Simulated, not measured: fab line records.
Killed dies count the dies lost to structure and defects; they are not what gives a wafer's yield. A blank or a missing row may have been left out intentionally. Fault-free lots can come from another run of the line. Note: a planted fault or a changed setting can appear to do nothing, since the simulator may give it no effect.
What tool caused it?    flow gf180mcu    13 lots, 39 wafers sampled, at 5 steps of a route of 602

## WHAT THE GAUGES SHOWED, per wafer
GF_M1_CD_MEAS_14: the cd target is 230 nm.
lot   measured      on         cd-nm (nm)
L674  day 16 23:49  cd-sem-01  229.7 231.3 229.9
L676  day 18 14:03  cd-sem-01  229.6 228.4 228.2
L678  day 18 19:58  cd-sem-02  230.6 231.3 231.5
L680  day 19 05:22  cd-sem-01  229.2 228.9 228.3
L681  day 19 23:49  cd-sem-02  230.6 229.8 229.5
L683  day 20 21:46  cd-sem-01  230.2 229.6 230.4
L684  day 21 02:56  cd-sem-01  230.8 230.2 230.6
L688  day 22 07:58  cd-sem-02  228.3 229.7 229.4
L691  day 24 07:40  cd-sem-02  182.2 208.8 186.7
L693  day 24 09:20  cd-sem-02  210.5 204.6 199.2
L695  day 24 14:43  cd-sem-02  230.7 231.5 229.3
L696  day 24 16:00  cd-sem-02  229.2 229.8 228.7
L697  day 25 12:33  cd-sem-02  230.5 230.3 230.6

GF_M2_THK_MEAS_06: measures by xrf.
lot   measured      on             M2_ALCU_THK (nm)
L674  day 18 01:53  film-metro-01  455 452 452
L676  day 19 17:17  film-metro-01  455 448 450
L678  day 20 00:05  film-metro-01  447 448 450
L680  day 20 09:13  film-metro-02  450 450 450
L681  day 21 03:34  film-metro-02  453 449 447
L683  day 22 01:22  film-metro-02  455 458 457
L684  day 22 06:40  film-metro-02  450 449 451
L688  day 23 15:26  film-metro-02  445 447 450
L691  day 25 08:22  film-metro-03  456
L693  day 25 10:31  film-metro-02  456 457 452
L695  day 25 15:58  film-metro-03  445 445 446
L696  day 25 17:07  film-metro-02  449 447 450
L697  day 26 12:12  film-metro-03  449 448 452

GF_M4_OVL_MEAS_15.
lot   measured      on          M4_OVL (nm)
L674  day 23 13:08  overlay-01  3 -12 -6
L676  day 24 15:29  overlay-01  2 1 1
L678  day 25 07:03  overlay-01  6 5 8
L680  day 25 11:56  overlay-02  5 0 6
L681  day 26 07:53  overlay-02  0 7 4
L683  day 27 04:23  overlay-02  7 -3 4
L684  day 27 06:08  overlay-01  8 -7 7
L688  day 28 05:22  overlay-02  8 6 3
L691  day 29 19:08  overlay-02  -1
L693  day 29 20:22  overlay-02  14 17 8
L695  day 30 01:52  overlay-01  7 6 -1
L696  day 30 02:13  overlay-01  0 4 4
L697  day 30 19:56  overlay-01  1 5 4

## WHAT TOOL EACH LOT RAN ON (gives the tool, then ch and the chambers of the sampled wafers, and finally the start)
lot   GF_M1_EXPOSE_11                    GF_M3_SPUTTER_00
L674  krf-scanner-02 ch 0, day 16 12:29  pvd-sputter-01, day 20 05:33
L676  krf-scanner-01 ch 0, day 18 02:08  pvd-sputter-02, day 21 19:13
L678  krf-scanner-02 ch 0, day 18 07:49  pvd-sputter-03, day 22 03:07
L680  krf-scanner-02 ch 0, day 18 17:32  pvd-sputter-03, day 22 11:52
L681  krf-scanner-02 ch 0, day 19 11:13  pvd-sputter-01, day 23 13:18
L683  krf-scanner-02 ch 0, day 20 09:25  pvd-sputter-03, day 24 09:03
L684  krf-scanner-01 ch 0, day 20 15:19  pvd-sputter-02, day 24 11:30
L688  krf-scanner-02 ch 0, day 21 21:02  pvd-sputter-02, day 25 12:00
L691  krf-scanner-02 ch 0, day 23 19:16  pvd-sputter-02, day 27 05:46
L693  krf-scanner-02 ch 0, day 23 21:15  pvd-sputter-02, day 27 06:56
L695  krf-scanner-01 ch 0, day 24 05:05  pvd-sputter-01, day 27 12:40
L696  krf-scanner-01 ch 0, day 24 06:36  pvd-sputter-03, day 27 13:38
L697  krf-scanner-01 ch 0, day 25 02:25  pvd-sputter-01, day 28 07:18
- GF_M1_EXPOSE_11: exposes mask Metal1, target cd 230 nm.
- GF_M3_SPUTTER_00: material Ti, target thk 37.5 nm, time 150 s.

## WHAT THE TOOLS THEMSELVES READ (means of the sampled wafers that have a number; where no wafer has one, the mark that the record gives instead)
GF_M3_SPUTTER_00.
lot   tool            throttle-valve-pct (%)
L674  pvd-sputter-01  29.7
L676  pvd-sputter-02  31.9
L678  pvd-sputter-03  30.6
L680  pvd-sputter-03  29.4
L681  pvd-sputter-01  29.7
L683  pvd-sputter-03  29.1
L684  pvd-sputter-02  29.6
L688  pvd-sputter-02  30.4
L691  pvd-sputter-02  29.8
L693  pvd-sputter-02  30.7
L695  pvd-sputter-01  29.2
L696  pvd-sputter-03  29.9
L697  pvd-sputter-01  29.7

## THE ANSWER, worked out from the rows above alone
Rule: the usual values come from the lots themselves. The widest of any qualifying gaps counts: lots, ordered by their means at a reading, are off when they make up no more than a third of the lots, leave a main group of 4 or more, and stand apart from it by 3 or more times the standard deviation of that group's means. If all means in a main group match to the digits the tables above print for the reading, that group is not used. Also off: a lot with no number at a reading for which 4 or more lots have one. All remaining lots with rows at the step are treated as sound. The gauges are gone through in route order, then the tools' own readings, and for those a lot's mean is taken as printed above. At the first step where some lot is off, the reading lying furthest off is the one used; lots without a number count as furthest.
Off at GF_M1_CD_MEAS_14 (cd-nm): L691, L693. Mean 229.9 nm and standard deviation 0.76 in the main group.
A tool fits if, at a process step before that reading, it ran every lot that is off, and no sound lot after the first of them. Those tools and the gauges at GF_M1_CD_MEAS_14 are tried in the same way. One fits: GF_M1_EXPOSE_11 on krf-scanner-02. A fault onset in the window from L688 (day 21 21:02, its last sound lot) to L691 (day 23 19:16, its first lot off) fits.

## WHAT THE SIMULATOR PUT IN
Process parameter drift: krf-scanner-02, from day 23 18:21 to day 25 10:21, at GF_M1_EXPOSE_11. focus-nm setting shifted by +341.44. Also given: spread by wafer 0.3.
Struck lots among those shown: L691, L693. Same finding as the rule above.
